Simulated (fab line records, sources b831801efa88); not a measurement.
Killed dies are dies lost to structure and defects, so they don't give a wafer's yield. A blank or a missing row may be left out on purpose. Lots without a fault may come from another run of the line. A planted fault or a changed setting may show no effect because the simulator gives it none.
A struck lot beside a sound one | flow sky130 | 43 steps out of a route of 708
Sound: wafers L263.2, L263.4, L263.6. Struck: wafer L273.4. (L273.1, L273.5 of the same lot were not struck and are left out.) The cause comes at the end.
At each step with rows: each side's tool, then ch and its chambers, then its first start. Under that, the readings that differ: sound wafers | struck wafers | difference of the means | sigmas: that difference in standard deviations of wafers without a fault.
alike: readings whose means differ by less than 2 such deviations, and words and numbers that are the same on both sides. not compared: withheld readings, readings that some wafer has no value for, bounds like >300 that may hide the same value, and numbers for which the record gives no deviation and whose values overlap.
The two part at a step that has a row with sigmas, a row that says differs or no value, or rows on one side only. Numbers that don't overlap but have no deviation are shown without sigmas and don't part them. A reading that every wafer of one side lacks parts them only if that side has two wafers or more.

SKY_LOCAL_INTERCONNECT_THK_MEAS_02: measures by xrf.
  sound on film_metro-04, day 29 22:24; struck on film_metro-02, day 33 12:03
  alike: LOCAL_INTERCONNECT_TIN_THK
then, 8 steps without rows for these wafers: SKY_LOCAL_INTERCONNECT_DEHYDRATE_03 (time 60 s); SKY_LOCAL_INTERCONNECT_HMDS_04 (prime time 60 s); SKY_LOCAL_INTERCONNECT_COAT_05 (resist thk 60 nm); SKY_LOCAL_INTERCONNECT_COAT_06 (resist thk 450 nm); SKY_LOCAL_INTERCONNECT_SOFTBAKE_07 (time 90 s); SKY_LOCAL_INTERCONNECT_EXPOSE_08 (exposes mask LI1M, target cd 170 nm); SKY_LOCAL_INTERCONNECT_PEB_09; SKY_LOCAL_INTERCONNECT_DEVELOP_10 (develop time 60 s).
SKY_LOCAL_INTERCONNECT_CD_MEAS_11: target cd 170 nm.
  sound on cd_sem-02, day 31 01:48; struck on cd_sem-02, day 34 14:33
  alike: cd_nm
SKY_LOCAL_INTERCONNECT_OVL_MEAS_12:
  sound on overlay-01, day 31 01:54; struck on overlay-02, day 34 14:40
  alike: LOCAL_INTERCONNECT_OVL
SKY_LOCAL_INTERCONNECT_ETCH_13: etches BARC in N2/H2, stops on SiO2, time 45.9 s, target depth 60 nm.
  sound on rie_metal-01 ch 0, day 31 01:56; struck on rie_metal-01 ch 1, day 34 14:42
  alike: drypump_motor_current_A, h2_flow_sccm, oes_product_au, throttle_valve_pct
  not compared: rf_hours_counter_h
SKY_LOCAL_INTERCONNECT_METAL_ETCH_14: etches TiN in Cl2/BCl3, stops on PSG, target depth 110 nm, time 31.4 s.
  sound on rie_metal-01 ch 0, day 31 01:59; struck on rie_metal-01 ch 1, day 34 14:46
  alike: drypump_motor_current_A, mfc_cl2_sccm, oes_product_au, throttle_valve_pct
  not compared: rf_hours_counter_h
then, 4 steps without rows for these wafers: SKY_LOCAL_INTERCONNECT_STRIP_15 (strips in O2/N2); SKY_LOCAL_INTERCONNECT_STRIP_16 (strips in post etch residue remover, time 1200 s); SKY_LOCAL_INTERCONNECT_CLEAN_17 (cleans in IPA, time 180 s); SKY_LOCAL_INTERCONNECT_CLEAN_18 (cleans in O3/DIW).
SKY_CONTACT_CVD_00: deposits Si3N4, target thk 75 nm.
  sound on pecvd-03 ch 1,2, day 31 02:46; struck on pecvd-01 ch 2, day 34 15:25
  alike: heater_power_w
SKY_CONTACT_THK_MEAS_01:
  sound on film_metro-03, day 31 02:49; struck on film_metro-03, day 34 15:27
  alike: CONTACT_CVD_00_THK
then, 1 step without rows for these wafers: SKY_CONTACT_HDPCVD_02 (deposits SiO2, target thk 565 nm, time 94.2 s).
SKY_CONTACT_THK_MEAS_03:
  sound on film_metro-04, day 31 02:56; struck on film_metro-04, day 34 15:35
  alike: CONTACT_HDPCVD_THK
then, 1 step without rows for these wafers: SKY_CONTACT_CMP_04 (polishes SiO2).
SKY_CONTACT_BOW_MEAS_05:
  sound on film_metro-04, day 31 03:19; struck on film_metro-03, day 34 15:56
  reading          | sound    | struck | difference | sigmas
  CONTACT_BOW (um) | 93 78 93 | 70     | -18        | -2
then, 8 steps without rows for these wafers: SKY_CONTACT_DEHYDRATE_06 (time 60 s); SKY_CONTACT_HMDS_07 (prime time 60 s); SKY_CONTACT_COAT_08 (resist thk 60 nm); SKY_CONTACT_COAT_09 (resist thk 446 nm); SKY_CONTACT_SOFTBAKE_10 (time 90 s); SKY_CONTACT_EXPOSE_11 (exposes mask CTM1, target cd 170 nm); SKY_CONTACT_PEB_12; SKY_CONTACT_DEVELOP_13 (develop time 60 s).
SKY_CONTACT_CD_MEAS_14: target cd 170 nm.
  sound on cd_sem-01, day 32 06:25; struck on cd_sem-01, day 35 18:00
  alike: cd_nm
SKY_CONTACT_OVL_MEAS_15:
  sound on overlay-01, day 32 06:32; struck on overlay-02, day 35 18:07
  alike: CONTACT_OVL
then, 1 step without rows for these wafers: SKY_CONTACT_ETCH_16 (etches BARC in N2/H2, stops on SiO2, time 45.9 s, target depth 60 nm).
SKY_CONTACT_ETCH_17: etches SiO2 in C4F8/O2/Ar, stops on Si3N4, target depth 340 nm.
  sound on rie_diel-03 ch 1,2,3, day 32 06:36; struck on rie_diel-03 ch 2, day 35 18:12
  alike: oes_product_au
then, 1 step without rows for these wafers: SKY_CONTACT_ETCH_18 (etches Si3N4 in CHF3/O2, stops on TiN, time 39 s, target depth 75 nm).
SKY_CONTACT_STRIP_19: strips in O2/N2.
  sound on plasma_asher-04 ch 0,1, day 32 06:41; struck on plasma_asher-04 ch 0, day 35 18:17
  alike: drypump_motor_current_A, oes_product_au, strip_time_to_endpoint_s
  not compared: rf_hours_counter_h
then, 3 steps without rows for these wafers: SKY_CONTACT_STRIP_20 (strips in post etch residue remover, time 1200 s); SKY_CONTACT_CLEAN_21 (cleans in IPA, time 180 s); SKY_CONTACT_CLEAN_22 (cleans in O3/DIW).
SKY_CONTACT_SPUTTER_23: material TiN, target thk 20 nm, time 80 s.
  sound on pvd_sputter-03, day 32 07:17; struck on pvd_sputter-01, day 35 18:53
  alike: throttle_valve_pct
then, 1 step without rows for these wafers: SKY_CONTACT_CVD_24 (deposits W, target thk 340 nm, time 102.12 s).
-- the record jumps here: 13 days lie between the struck wafers' starts before and after (it left off in module CONTACT and takes up again in module PAD_OPEN, whose first step shown is number 708 of the route) --
SKY_PAD_OPEN_PROBE_99:
  sound on prober-02, day 46 05:29; struck on prober-01, day 48 20:59
  reading            | sound     | struck                   | difference                   | sigmas
  hold               | - - -     | await_dispo/3.9h/release | no value on the sound wafers |
  killed_at_contacts | 26 20 45  | 77                       | +47                          | +9
  killed_dies        | 84 81 107 | 131                      | +40                          | +4
  killed_open        | 48 49 57  | 36                       | -15                          | -2
  alike: killed_at_M0_to_M3, killed_at_M4_up, killed_at_front_end, killed_at_other, killed_short

WHERE THEY PART
First at SKY_CONTACT_BOW_MEAS_05; last, within this record, at SKY_PAD_OPEN_PROBE_99.

WHY: what the simulator had put in
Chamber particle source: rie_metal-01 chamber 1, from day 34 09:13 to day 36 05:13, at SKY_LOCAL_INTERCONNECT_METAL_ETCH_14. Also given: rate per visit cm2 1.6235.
